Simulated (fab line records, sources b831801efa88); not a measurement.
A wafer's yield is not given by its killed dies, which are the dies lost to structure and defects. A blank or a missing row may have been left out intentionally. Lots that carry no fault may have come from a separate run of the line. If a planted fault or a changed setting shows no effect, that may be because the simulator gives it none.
A struck lot beside a sound one || flow sky130 || 24 out of 708 route steps
Sound: the wafers L502.1, L502.2, L502.4. Wafers L511.1, L511.4, L511.5 were the ones struck. The cause is given at the end.
Each step with rows lists, per side, the tool, then ch with its chambers, then its first start. Under that, the readings that differ: sound wafers || struck wafers || difference of the means || sigmas: that difference in standard deviations of wafers without a fault.
alike: readings with means less than 2 such deviations apart, plus words and numbers identical on both sides. not compared: withheld readings, readings lacking a value on some wafer, bounds such as >300 that could conceal the same value, and numbers that have no deviation in the record and whose values overlap.
The two part at a step that has a row with sigmas, a row that says differs or no value, or rows on one side only. Numbers that don't overlap but have no deviation are shown without sigmas and don't part them. Lack of a reading on every wafer of one side parts them only where that side has two or more wafers.

first, 8 steps without rows for these wafers: SKY_RES_XHIGH_DEHYDRATE_00 (time 60 s); SKY_RES_XHIGH_HMDS_01 (prime time 60 s); SKY_RES_XHIGH_COAT_02 (resist thk 1140 nm); SKY_RES_XHIGH_SOFTBAKE_03 (time 60 s); SKY_RES_XHIGH_EXPOSE_04 (exposes mask URPM, target cd 1270 nm); SKY_RES_XHIGH_PEB_05; SKY_RES_XHIGH_DEVELOP_06 (develop time 60 s); SKY_RES_XHIGH_IMPLANT_07.
SKY_RES_XHIGH_STRIP_08: strips in O2/N2.
  sound on plasma-asher-03 ch 0,1, day 26 14:41; struck on plasma-asher-03 ch 0, day 30 02:46
  alike: drypump-motor-current-A, oes-product-au, strip-time-to-endpoint-s
  not compared: rf-hours-counter-h
SKY_RES_XHIGH_TW_MEAS_09:
  sound: film-metro-01 at day 26 14:47; struck: film-metro-04 at day 30 02:52
  alike: RES_XHIGH_TW
then, 2 steps without rows for these wafers: SKY_SD_N_DEHYDRATE_00 (time 60 s); SKY_SD_N_HMDS_01 (prime time 60 s).
SKY_SD_N_COAT_02: resist thk 1140 nm.
  sound on litho-track-01 ch 0, day 27 05:56; struck on litho-track-02 ch 0, day 30 15:05
{"reading": "model.NOVOLAK_of_SD_N_COAT_02.thk-nm (nm)", "sound": "1135 1141 1139", "struck": "1074 1077 1072", "difference": -64, "sigmas": ""}
  alike: resist-line-temp-C
then, 3 steps without rows for these wafers: SKY_SD_N_SOFTBAKE_03 (time 60 s); SKY_SD_N_EXPOSE_04 (exposes mask NSDM, target cd 380 nm); SKY_SD_N_PEB_05.
SKY_SD_N_DEVELOP_06: develop time 60 s.
  sound on litho-track-02 ch 0, day 27 19:53; struck on litho-track-03 ch 0, day 31 02:52
{"reading": "model.NOVOLAK_of_SD_N_COAT_02.thk-nm (nm)", "sound": "1135 1140 1139", "struck": "1074 1076 1071", "difference": -64, "sigmas": ""}
  alike: resist-line-temp-C
SKY_SD_N_CD_MEAS_07: target cd 380 nm.
  sound: cd-sem-02 at day 27 20:02; struck: cd-sem-02 at day 31 03:01
{"reading": "cd-nm (nm)", "sound": "381.4 380.6 380.4", "struck": "387.5 386.8 386.6", "difference": "+6.2", "sigmas": "+3"}
SKY_SD_N_OVL_MEAS_08:
  sound: overlay-01 at day 27 20:10; struck: overlay-02 at day 31 03:08
{"reading": "SD_N_OVL (nm)", "sound": "2.6 2.5 3.8", "struck": "-0.3 0.7 -1.0", "difference": -3.2, "sigmas": -2}
then, 2 steps without rows for these wafers: SKY_SD_N_IMPLANT_09; SKY_SD_N_IMPLANT_10.
SKY_SD_N_STRIP_11: strips in O2/N2.
  sound on plasma-asher-03 ch 0,1, day 27 20:30; struck on plasma-asher-02 ch 0,1, day 31 03:28
{"reading": "strip-time-to-endpoint-s (s)", "sound": "22.49 22.56 22.53", "struck": "21.78 21.81 21.74", "difference": -0.75, "sigmas": -16}
  alike: drypump-motor-current-A, oes-product-au
  not compared: rf-hours-counter-h
SKY_SD_N_TW_MEAS_12:
  sound: film-metro-01 at day 27 20:36; struck: film-metro-04 at day 31 03:34
  alike: SD_N_TW
then, 1 step without rows for these wafers: SKY_PAD_OPEN_PROBE_99.

WHERE THEY PART
First at SKY_SD_N_CD_MEAS_07; last, within this record, at SKY_SD_N_STRIP_11. Later steps at which nothing parts them and some readings are alike: SKY_SD_N_TW_MEAS_12.

WHY: whatever the simulator had introduced
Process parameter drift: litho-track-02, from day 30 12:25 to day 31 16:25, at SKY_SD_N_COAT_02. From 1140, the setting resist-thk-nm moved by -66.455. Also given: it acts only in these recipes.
